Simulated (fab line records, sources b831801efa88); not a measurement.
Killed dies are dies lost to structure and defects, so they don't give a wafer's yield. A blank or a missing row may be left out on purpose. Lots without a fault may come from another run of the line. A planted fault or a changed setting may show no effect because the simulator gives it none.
Problem report in the 8D (eight disciplines) form, filled by code | flow sky130 | the parts of the form that need people (team, actions taken, sign-off) are left out

1. THE PROBLEM
cathode_dc_power_W at SKY_VIA2_SPUTTER_20 reads a mean of 3520.0 W on 6 wafers of 2 lots; wafers without a fault read 4000.0 W with a standard deviation of 0.71. That is -99 or more standard deviations from the usual mean.
The step: material TiN, target thk 20 nm, time 80 s.
First seen on wafer L259.1, day 40 15:31, on pvd_sputter-04. The record holds 36 wafers of 12 lots with a number at this step. Rule for "out", or "out of limits": more than 4 standard deviations from the usual mean. The other wafers with a number count as sound.

2. WHAT IT IS AND WHAT IT IS NOT
question                    | is                     | is not
which readings at this step | cathode_dc_power_W     | throttle_valve_pct
which lots                  | L259, L261             | L247, L248, L249, L250, L252, L255, L262, L266, L268, L270
which wafers of those lots  | all that have a number | -
read on which tools         | pvd_sputter-04         | pvd_sputter-01, pvd_sputter-02
when                        | from day 40 15:31      | up to then (18 sound wafers); but 12 sound wafers of L262, L266, L268, L270 came after

3. SUSPECTS, AND WHAT RULES EACH OUT
Counting: a tool at a process step up to the reading stays a suspect if it ran every lot that is out and no sound lot after the first of them.
- rie_diel-01 at SKY_VIA2_ETCH_15 (etches SiO2 in C4F8/O2/Ar, stops on TiN, target depth 546 nm, time 84 s): kept. It ran every lot that is out, first L259 (day 40 14:52), and no sound lot after that; its last sound lot up to then is L255 (day 40 09:57).
- pvd_sputter-04 at SKY_VIA2_SPUTTER_20 (material TiN, target thk 20 nm, time 80 s): kept. It ran every lot that is out, first L259 (day 40 15:31), and no sound lot after that; its last sound lot up to then is L255 (day 40 10:40). Its own readings are out on those wafers: cathode_dc_power_W.
Left after counting: rie_diel-01 at SKY_VIA2_ETCH_15, pvd_sputter-04 at SKY_VIA2_SPUTTER_20.

4. THE CAUSE (what the simulator had put in)
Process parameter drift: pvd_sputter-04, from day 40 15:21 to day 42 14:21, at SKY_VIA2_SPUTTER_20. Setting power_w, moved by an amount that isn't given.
Counting left 2 suspects, and this tool is among them.

5. THE CHAIN OF EFFECTS, in route order
Each row: a reading whose mean over the struck wafers that have a number lies more than 3 standard deviations from the usual. Only readings for which the record gives a usual standard deviation are gone through. hours: the time from each lot's start at the first step in this table that gives one to its start at this step, as a median over the lots. sigmas: the change in usual standard deviations.
hours | step                | reading            | usual    | on struck wafers | change | sigmas
0     | SKY_VIA2_SPUTTER_20 | cathode_dc_power_W | 4000.0 W | 3520.0           | -480.0 | -99 or more
The process steps in it:
- SKY_VIA2_SPUTTER_20: material TiN, target thk 20 nm, time 80 s.

6. WHAT WOULD HAVE CAUGHT IT SOONER
In this record the first reading out of limits was taken at day 40 15:31, 0 hours after the fault began at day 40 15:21.
